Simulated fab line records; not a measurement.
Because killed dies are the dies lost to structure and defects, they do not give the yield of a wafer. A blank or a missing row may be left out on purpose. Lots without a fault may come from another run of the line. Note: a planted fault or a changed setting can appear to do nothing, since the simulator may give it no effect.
A single fault, viewed from 2 desks / flow gf180mcu / each desk holds nothing but its own numbers, with what lay behind them at the end

== FOR THE TOOL OWNER'S DESK: plasma asher-03 ==
The tool's own readings at GF_V5_STRIP_18 (strips in O2/N2): means of the sampled wafers that have a number, for each lot that ran on this tool. A lot is out of limits, marked OUT, if its mean lies more than 4 standard deviations from the usual mean; the brackets give that distance.
Columns: A = drypump motor current A at GF_V5_STRIP_18, usual 6.04 A; B = heater power w at GF_V5_STRIP_18, usual 361 W; C = o2 flow sccm at GF_V5_STRIP_18, usual 3001 sccm; D = oes product au at GF_V5_STRIP_18, usual 0.568 a.u.
lot=L909; first seen here=day 29 01:19; A=6.23; B=365; C=2994; D=0.570
lot=L911; first seen here=day 29 14:55; A=6.20; B=361; C=3008; D=0.568
lot=L914; first seen here=day 30 14:22; A=6.27; B=343; C=3009; D=0.572
lot=L915; first seen here=day 30 19:05; A=6.24; B=363; C=3004; D=0.568
lot=L917; first seen here=day 31 08:22; A=6.29; B=342; C=3008; D=0.571
Result from this desk: across the 5 lots, nothing is out of limits.

== AT THE METROLOGY DESK ==
Lot by lot, what the gauges showed, no matter which tool ran the lot: averages of those sampled wafers that carry a number. A lot is out of limits, marked OUT, if its mean lies more than 4 standard deviations from the usual mean; the brackets give that distance.
Columns: A = M5_OVL at GF_M5_OVL_MEAS_08, usual 1 nm
lot=L905; first seen here=day 26 22:29; A=-6
lot=L907; first seen here=day 27 09:07; A=-2
lot=L906; first seen here=day 27 10:47; A=6
lot=L909; first seen here=day 28 04:27; A=4
lot=L910; first seen here=day 28 06:57; A=2
lot=L911; first seen here=day 28 18:11; A=10
lot=L912; first seen here=day 29 01:30; A=-2
lot=L913; first seen here=day 29 08:27; A=1
lot=L914; first seen here=day 29 18:05; A=-1
lot=L915; first seen here=day 29 22:35; A=1
lot=L917; first seen here=day 30 13:05; A=-3
lot=L925; first seen here=day 32 23:19; A=-8
lot=L926; first seen here=day 33 00:29; A=-3
Result from this desk: across the 13 lots, nothing is out of limits.

== BROUGHT TOGETHER ==
The desk of the tool owner found nothing out of limits.
Metrology desk: nothing out of limits seen.

== WHAT THE SIMULATOR PUT IN ==
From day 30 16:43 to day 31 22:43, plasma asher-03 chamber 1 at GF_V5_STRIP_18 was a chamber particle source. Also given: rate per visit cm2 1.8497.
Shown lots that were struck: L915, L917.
